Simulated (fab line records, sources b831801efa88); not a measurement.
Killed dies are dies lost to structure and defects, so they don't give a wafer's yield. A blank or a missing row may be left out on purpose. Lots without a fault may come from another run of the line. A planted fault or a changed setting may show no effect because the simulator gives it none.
A struck lot beside a sound one | flow sky130 | 15 steps out of a route of 708
Sound: wafers L970.2, L970.3, L970.4. Struck: wafers L981.1, L981.4, L981.6. The cause comes at the end.
At each step with rows: each side's tool, then ch and its chambers, then its first start. Under that, the readings that differ: sound wafers | struck wafers | difference of the means | sigmas: that difference in standard deviations of wafers without a fault.
alike: readings whose means differ by less than 2 such deviations, and words and numbers that are the same on both sides. not compared: withheld readings, readings that some wafer has no value for, bounds like >300 that may hide the same value, and numbers for which the record gives no deviation and whose values overlap.
The two part at a step that has a row with sigmas, a row that says differs or no value, or rows on one side only. Numbers that don't overlap but have no deviation are shown without sigmas and don't part them. A reading that every wafer of one side lacks parts them only if that side has two wafers or more.

first, 2 steps without rows for these wafers: SKY_GATE_OXIDE_IMPLANT_11; SKY_GATE_OXIDE_WET_ETCH_12 (etches SiO2 in dHF, target depth 16.8 nm, time 336 s).
SKY_GATE_OXIDE_STRIP_13: strips in O2/N2.
  sound on plasma_asher-03 ch 0,1, day 18 14:17; struck on plasma_asher-01 ch 0,1, day 21 23:22
  alike: drypump_motor_current_A, oes_product_au, strip_time_to_endpoint_s
  not compared: rf_hours_counter_h
SKY_GATE_OXIDE_TW_MEAS_14:
  sound on film_metro-03, day 18 14:23; struck on film_metro-01, day 21 23:28
  alike: GATE_OXIDE_TW
then, 3 steps without rows for these wafers: SKY_GATE_OXIDE_CLEAN_15 (cleans in SC1/SC2, time 150 s); SKY_GATE_OXIDE_OXIDATION_16 (stabilise 600 s, purge 300 s, target thk 3.57 nm); SKY_POLY_GATE_CVD_00 (deposits poly-Si, target thk 180 nm, time 720 s).
SKY_POLY_GATE_THK_MEAS_01:
  sound on film_metro-04, day 18 18:21; struck on film_metro-01, day 22 02:18
  alike: POLY_GATE_CVD_00_THK
then, 4 steps without rows for these wafers: SKY_RES_PROTECT_DEHYDRATE_00 (time 60 s); SKY_RES_PROTECT_HMDS_01 (prime time 60 s); SKY_RES_PROTECT_COAT_02 (resist thk 1140 nm); SKY_RES_PROTECT_SOFTBAKE_03 (time 60 s).
SKY_RES_PROTECT_EXPOSE_04: exposes mask RPM, target cd 1270 nm.
  sound on iline_stepper-01 ch 0, day 19 10:17; struck on iline_stepper-01 ch 0, day 22 17:49
  reading                             | sound                   | struck            | difference | sigmas
  model.RES_PROTECT.overlay_x_nm (nm) | -0.9664 -0.9664 -0.9664 | 120.1 120.1 120.1 | +121.1     |
  alike: mask
then, 1 step without rows for these wafers: SKY_RES_PROTECT_PEB_05.
-- the record jumps here: 29 days lie between the struck wafers' starts before and after (it left off in module RES_PROTECT and takes up again in module PAD_OPEN, whose first step shown is number 708 of the route) --
SKY_PAD_OPEN_PROBE_99:
  sound on prober-01, day 49 13:04; struck on prober-02, day 51 06:27
  alike: killed_at_M0_to_M3, killed_at_M4_up, killed_at_contacts, killed_at_front_end, killed_at_other, killed_dies, killed_open, killed_short

WHERE THEY PART
Nowhere in this record.

WHY: what the simulator had put in
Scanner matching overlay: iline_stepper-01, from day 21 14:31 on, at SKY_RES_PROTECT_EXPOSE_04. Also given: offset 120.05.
